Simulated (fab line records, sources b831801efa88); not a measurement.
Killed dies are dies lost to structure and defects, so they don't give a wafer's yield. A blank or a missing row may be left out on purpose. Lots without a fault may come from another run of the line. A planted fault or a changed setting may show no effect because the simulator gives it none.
Chamber matching | flow gf180mcu | GF_V4_CMP_04 on cmp-02: 4 sister chambers
The step polishes SiO2. 8 wafers are shown with their chamber, then 7 later ones without.

WAFERS WITH THEIR CHAMBER
wafer  | chamber | motor_current_A (A) | time_to_endpoint_s (s)
L776.4 | 1       | 9.7                 | 88
L778.1 | 1       | 9.6                 | 76
L783.4 | 2       | 16.6                | 85
L783.5 | 3       | 14.8                | 87
L790.2 | 3       | 15.6                | 99
L790.3 | 2       | 16.2                | 98
L790.4 | 0       | 14.3                | 97
L791.3 | 0       | 14.5                | 104

WAFERS WITHOUT THEIR CHAMBER
wafer  | motor_current_A (A) | time_to_endpoint_s (s)
L791.4 | 9.4                 | 100
L796.1 | 9.2                 | 76
L796.2 | 14.6                | 74
L796.4 | 14.3                | 78
L797.1 | 9.2                 | 81
L797.2 | 14.6                | 83
L797.3 | 16.3                | 86

WHICH CHAMBER EACH WENT THROUGH
wafer  | from the rows above     | in truth
L791.4 | 1                       | 1
L796.1 | 1                       | 1
L796.2 | can't be placed: 3 or 0 | 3
L796.4 | can't be placed: 0 or 3 | 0
L797.1 | 1                       | 1
L797.2 | can't be placed: 3 or 0 | 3
L797.3 | 2                       | 2
Placed correctly: 4 of 7. Can't be placed from these rows: 3 (the true chamber is among the candidates in 3). Placed wrongly: 0.
How it was worked out, from the rows above alone: a wafer's distance from a chamber is the root of the sum, over the readings, of the square of ((its reading less the chamber's mean) divided by the reading's scatter). The wafer belongs to the nearest chamber; if the next one is less than 2 further off, it can't be placed. A chamber's mean is the mean of its shown wafers. The scatter: the root of (the sum of the squares of (reading less its chamber's mean) over the shown wafers, divided by (wafers less chambers)).
